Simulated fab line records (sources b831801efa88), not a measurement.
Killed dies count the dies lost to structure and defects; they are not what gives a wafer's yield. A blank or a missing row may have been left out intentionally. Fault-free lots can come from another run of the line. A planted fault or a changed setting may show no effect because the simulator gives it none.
Which tool was responsible? / flow gf180mcu / 13 lots with 39 wafers sampled at 4 steps, on a route of 602 steps

## WHAT THE GAUGES READ, wafer by wafer
Not one reading of a measure or inspect step in the record can be checked against a usual standard deviation.

## WHICH TOOL RAN EACH LOT (tool, then ch and the chambers of the sampled wafers, then the start)
lot=L226; GF_VT_IMPLANT_IMPLANT_30=implanter-01 ch 0, day 6 22:44; GF_HV_LDD_ETCHBACK_58=rie diel-04 ch 1,3, day 12 18:52; GF_PSD_RTA_13=rtp anneal-02 ch 0, day 14 11:53; GF_M1_SPUTTER_02=pvd sputter-04, day 16 10:54
lot=L229; GF_VT_IMPLANT_IMPLANT_30=implanter-01 ch 0, day 8 04:14; GF_HV_LDD_ETCHBACK_58=rie diel-03 ch 0,1, day 14 04:34; GF_PSD_RTA_13=rtp anneal-02 ch 0, day 15 22:45; GF_M1_SPUTTER_02=pvd sputter-04, day 17 23:59
lot=L230; GF_VT_IMPLANT_IMPLANT_30=implanter-04 ch 0, day 8 11:20; GF_HV_LDD_ETCHBACK_58=rie diel-04 ch 0,2,3, day 14 11:09; GF_PSD_RTA_13=rtp anneal-01 ch 0, day 16 07:44; GF_M1_SPUTTER_02=pvd sputter-02, day 18 09:47
lot=L231; GF_VT_IMPLANT_IMPLANT_30=implanter-01 ch 0, day 8 22:14; GF_HV_LDD_ETCHBACK_58=rie diel-03 ch 0,1,3, day 14 23:41; GF_PSD_RTA_13=rtp anneal-01 ch 0, day 16 21:04; GF_M1_SPUTTER_02=pvd sputter-04, day 19 00:46
lot=L236; GF_VT_IMPLANT_IMPLANT_30=implanter-01 ch 0, day 9 19:28; GF_HV_LDD_ETCHBACK_58=rie diel-04 ch 0,2,3, day 16 02:33; GF_PSD_RTA_13=rtp anneal-01 ch 0, day 18 01:12; GF_M1_SPUTTER_02=pvd sputter-03, day 20 05:08
lot=L237; GF_VT_IMPLANT_IMPLANT_30=implanter-01 ch 0, day 10 04:39; GF_HV_LDD_ETCHBACK_58=rie diel-03 ch 1,2, day 16 15:50; GF_PSD_RTA_13=rtp anneal-01 ch 0, day 18 16:11; GF_M1_SPUTTER_02=pvd sputter-04, day 20 21:02
lot=L238; GF_VT_IMPLANT_IMPLANT_30=implanter-01 ch 0, day 10 07:32; GF_HV_LDD_ETCHBACK_58=rie diel-02 ch 1,2,3, day 16 19:33; GF_PSD_RTA_13=rtp anneal-01 ch 0, day 18 18:50; GF_M1_SPUTTER_02=pvd sputter-03, day 20 22:50
lot=L239; GF_VT_IMPLANT_IMPLANT_30=implanter-04 ch 0, day 10 13:07; GF_HV_LDD_ETCHBACK_58=rie diel-04 ch 0,1,2, day 17 03:32; GF_PSD_RTA_13=rtp anneal-01 ch 0, day 19 03:46; GF_M1_SPUTTER_02=pvd sputter-04, day 21 08:48
lot=L240; GF_VT_IMPLANT_IMPLANT_30=implanter-03 ch 0, day 10 21:43; GF_HV_LDD_ETCHBACK_58=rie diel-04 ch 0,2,3, day 17 13:28; GF_PSD_RTA_13=rtp anneal-02 ch 0, day 19 14:17; GF_M1_SPUTTER_02=pvd sputter-04, day 21 19:35
lot=L241; GF_VT_IMPLANT_IMPLANT_30=implanter-03 ch 0, day 11 05:42; GF_HV_LDD_ETCHBACK_58=rie diel-03 ch 0,1,2, day 18 08:08; GF_PSD_RTA_13=rtp anneal-02 ch 0, day 20 10:56; GF_M1_SPUTTER_02=pvd sputter-03, day 22 14:55
lot=L246; GF_VT_IMPLANT_IMPLANT_30=implanter-04 ch 0, day 12 09:23; GF_HV_LDD_ETCHBACK_58=rie diel-03 ch 1,2,3, day 19 13:21; GF_PSD_RTA_13=rtp anneal-02 ch 0, day 21 16:18; GF_M1_SPUTTER_02=pvd sputter-02, day 23 19:10
lot=L248; GF_VT_IMPLANT_IMPLANT_30=implanter-03 ch 0, day 13 03:23; GF_HV_LDD_ETCHBACK_58=rie diel-03 ch 1,2,3, day 20 15:54; GF_PSD_RTA_13=rtp anneal-02 ch 0, day 22 17:20; GF_M1_SPUTTER_02=pvd sputter-02, day 24 18:15
lot=L249; GF_VT_IMPLANT_IMPLANT_30=implanter-03 ch 0, day 13 06:22; GF_HV_LDD_ETCHBACK_58=rie diel-04 ch 0,1,2, day 20 14:17; GF_PSD_RTA_13=rtp anneal-01 ch 0, day 22 15:40; GF_M1_SPUTTER_02=pvd sputter-03, day 24 16:16
- GF_VT_IMPLANT_IMPLANT_30
- GF_HV_LDD_ETCHBACK_58: etches Si3N4 in CH3F/O2, stops on SiO2, time 102.2 s, target depth 90 nm.
- GF_PSD_RTA_13: time 20 s.
- GF_M1_SPUTTER_02: material AlCu, target thk 450 nm, time 23.9 s.

## WHAT THE TOOLS THEMSELVES READ (means of the sampled wafers that have a number; where no wafer has one, the mark that the record gives instead)
GF_VT_IMPLANT_IMPLANT_30. Usual: beam energy keV 25.001, standard deviation 0.0097; dose ions cm2 2.5334e+12, standard deviation 2.9e+09.
lot=L226; tool=implanter-01; beam energy keV=24.996; dose ions cm2=2.5371e+12; flag=
lot=L229; tool=implanter-01; beam energy keV=25.012; dose ions cm2=2.5327e+12; flag=
lot=L230; tool=implanter-04; beam energy keV=25.006; dose ions cm2=2.5382e+12; flag=
lot=L231; tool=implanter-01; beam energy keV=24.997; dose ions cm2=2.5339e+12; flag=
lot=L236; tool=implanter-01; beam energy keV=24.997; dose ions cm2=2.5315e+12; flag=
lot=L237; tool=implanter-01; beam energy keV=25.000; dose ions cm2=2.4429e+12; flag=OFF
lot=L238; tool=implanter-01; beam energy keV=25.000; dose ions cm2=2.4404e+12; flag=OFF
lot=L239; tool=implanter-04; beam energy keV=24.998; dose ions cm2=2.5310e+12; flag=
lot=L240; tool=implanter-03; beam energy keV=25.015; dose ions cm2=2.5370e+12; flag=
lot=L241; tool=implanter-03; beam energy keV=24.997; dose ions cm2=2.5327e+12; flag=
lot=L246; tool=implanter-04; beam energy keV=24.986; dose ions cm2=2.5327e+12; flag=
lot=L248; tool=implanter-03; beam energy keV=25.000; dose ions cm2=2.5346e+12; flag=
lot=L249; tool=implanter-03; beam energy keV=25.015; dose ions cm2=2.5349e+12; flag=

GF_HV_LDD_ETCHBACK_58. Usual: drypump motor current A 5.6 A, standard deviation 0.4; oes product au 0.838 a.u., standard deviation 0.0058; throttle valve pct 10.560 %, standard deviation 0.0094.
lot=L226; tool=rie diel-04; drypump motor current A (A)=5.9; oes product au (a.u.)=0.847; throttle valve pct (%)=10.566; flag=
lot=L229; tool=rie diel-03; drypump motor current A (A)=5.8; oes product au (a.u.)=0.837; throttle valve pct (%)=10.558; flag=
lot=L230; tool=rie diel-04; drypump motor current A (A)=5.3; oes product au (a.u.)=0.836; throttle valve pct (%)=10.560; flag=
lot=L231; tool=rie diel-03; drypump motor current A (A)=5.6; oes product au (a.u.)=0.838; throttle valve pct (%)=10.556; flag=
lot=L236; tool=rie diel-04; drypump motor current A (A)=5.3; oes product au (a.u.)=0.835; throttle valve pct (%)=10.556; flag=
lot=L237; tool=rie diel-03; drypump motor current A (A)=5.7; oes product au (a.u.)=0.837; throttle valve pct (%)=10.555; flag=
lot=L238; tool=rie diel-02; drypump motor current A (A)=5.8; oes product au (a.u.)=0.836; throttle valve pct (%)=10.554; flag=
lot=L239; tool=rie diel-04; drypump motor current A (A)=5.6; oes product au (a.u.)=0.845; throttle valve pct (%)=10.563; flag=
lot=L240; tool=rie diel-04; drypump motor current A (A)=5.3; oes product au (a.u.)=0.836; throttle valve pct (%)=10.568; flag=
lot=L241; tool=rie diel-03; drypump motor current A (A)=5.7; oes product au (a.u.)=0.843; throttle valve pct (%)=10.567; flag=
lot=L246; tool=rie diel-03; drypump motor current A (A)=5.6; oes product au (a.u.)=0.839; throttle valve pct (%)=10.559; flag=
lot=L248; tool=rie diel-03; drypump motor current A (A)=5.6; oes product au (a.u.)=0.839; throttle valve pct (%)=10.555; flag=
lot=L249; tool=rie diel-04; drypump motor current A (A)=5.6; oes product au (a.u.)=0.834; throttle valve pct (%)=10.558; flag=

GF_PSD_RTA_13. Usual: lamp power pct 35.1 %, standard deviation 1.5; wafer_temp_C_max 1029.9, standard deviation 1.1.
lot=L226; tool=rtp anneal-02; lamp power pct (%)=33.3; wafer_temp_C_max=1030.6; flag=
lot=L229; tool=rtp anneal-02; lamp power pct (%)=33.2; wafer_temp_C_max=1030.2; flag=
lot=L230; tool=rtp anneal-01; lamp power pct (%)=36.3; wafer_temp_C_max=1029.5; flag=
lot=L231; tool=rtp anneal-01; lamp power pct (%)=36.3; wafer_temp_C_max=1029.3; flag=
lot=L236; tool=rtp anneal-01; lamp power pct (%)=36.3; wafer_temp_C_max=1029.0; flag=
lot=L237; tool=rtp anneal-01; lamp power pct (%)=36.2; wafer_temp_C_max=1029.4; flag=
lot=L238; tool=rtp anneal-01; lamp power pct (%)=36.3; wafer_temp_C_max=1030.4; flag=
lot=L239; tool=rtp anneal-01; lamp power pct (%)=36.3; wafer_temp_C_max=1029.5; flag=
lot=L240; tool=rtp anneal-02; lamp power pct (%)=33.2; wafer_temp_C_max=1030.3; flag=
lot=L241; tool=rtp anneal-02; lamp power pct (%)=33.2; wafer_temp_C_max=1029.8; flag=
lot=L246; tool=rtp anneal-02; lamp power pct (%)=33.2; wafer_temp_C_max=1032.0; flag=
lot=L248; tool=rtp anneal-02; lamp power pct (%)=33.2; wafer_temp_C_max=1030.4; flag=
lot=L249; tool=rtp anneal-01; lamp power pct (%)=36.2; wafer_temp_C_max=1028.4; flag=

GF_M1_SPUTTER_02. Usual: cathode dc power W 10600 W, standard deviation 1.8; throttle valve pct 30.3 %, standard deviation 0.9.
lot=L226; tool=pvd sputter-04; cathode dc power W (W)=10601; throttle valve pct (%)=30.0; flag=
lot=L229; tool=pvd sputter-04; cathode dc power W (W)=10601; throttle valve pct (%)=29.8; flag=
lot=L230; tool=pvd sputter-02; cathode dc power W (W)=10601; throttle valve pct (%)=30.6; flag=
lot=L231; tool=pvd sputter-04; cathode dc power W (W)=10599; throttle valve pct (%)=30.2; flag=
lot=L236; tool=pvd sputter-03; cathode dc power W (W)=10599; throttle valve pct (%)=29.4; flag=
lot=L237; tool=pvd sputter-04; cathode dc power W (W)=10600; throttle valve pct (%)=29.8; flag=
lot=L238; tool=pvd sputter-03; cathode dc power W (W)=10600; throttle valve pct (%)=29.0; flag=
lot=L239; tool=pvd sputter-04; cathode dc power W (W)=10600; throttle valve pct (%)=30.1; flag=
lot=L240; tool=pvd sputter-04; cathode dc power W (W)=10600; throttle valve pct (%)=30.2; flag=
lot=L241; tool=pvd sputter-03; cathode dc power W (W)=10599; throttle valve pct (%)=30.3; flag=
lot=L246; tool=pvd sputter-02; cathode dc power W (W)=10601; throttle valve pct (%)=31.0; flag=
lot=L248; tool=pvd sputter-02; cathode dc power W (W)=10600; throttle valve pct (%)=31.1; flag=
lot=L249; tool=pvd sputter-03; cathode dc power W (W)=10600; throttle valve pct (%)=30.4; flag=

## THE ANSWER, worked out from the rows above alone
Rule: take the mean of a lot's wafers that have a number; if it is more than 3 standard deviations from the usual mean, the lot is off. A lot without any number at a reading at which 4 lots or more have one is off too. The other lots that the step has rows for count as sound. After the gauges, taken in route order, come the tools' own readings; for these a lot's mean is taken, as printed above. The first step at which some lot is off is used, and at that step the reading that is off furthest; a lot without a number counts as furthest.
Off at GF_VT_IMPLANT_IMPLANT_30 (dose ions cm2): L237, L238.
If a tool, at that step or one of the process steps before it, ran each lot that is off and ran no sound lot following the first of them, it fits. One fits: implanter-01 at GF_VT_IMPLANT_IMPLANT_30. Its last sound lot is L236 (day 9 19:28), its first lot that is off L237 (day 10 04:39): a fault that began between those two fits.
On the lots that are off, the tool's own readings at GF_VT_IMPLANT_IMPLANT_30 differ by more than 5 times the standard deviation of the sound lots' means, which bears it out; dose ions cm2 reads 2.4416e+12 there versus 2.5342e+12 on the sound lots.

## WHAT WAS PUT IN BY THE SIMULATOR
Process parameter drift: implanter-01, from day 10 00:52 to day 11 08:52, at GF_VT_IMPLANT_IMPLANT_30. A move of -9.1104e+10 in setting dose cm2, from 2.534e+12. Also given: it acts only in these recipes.
Lots struck among those shown: L237, L238. The rule above reached the same finding.
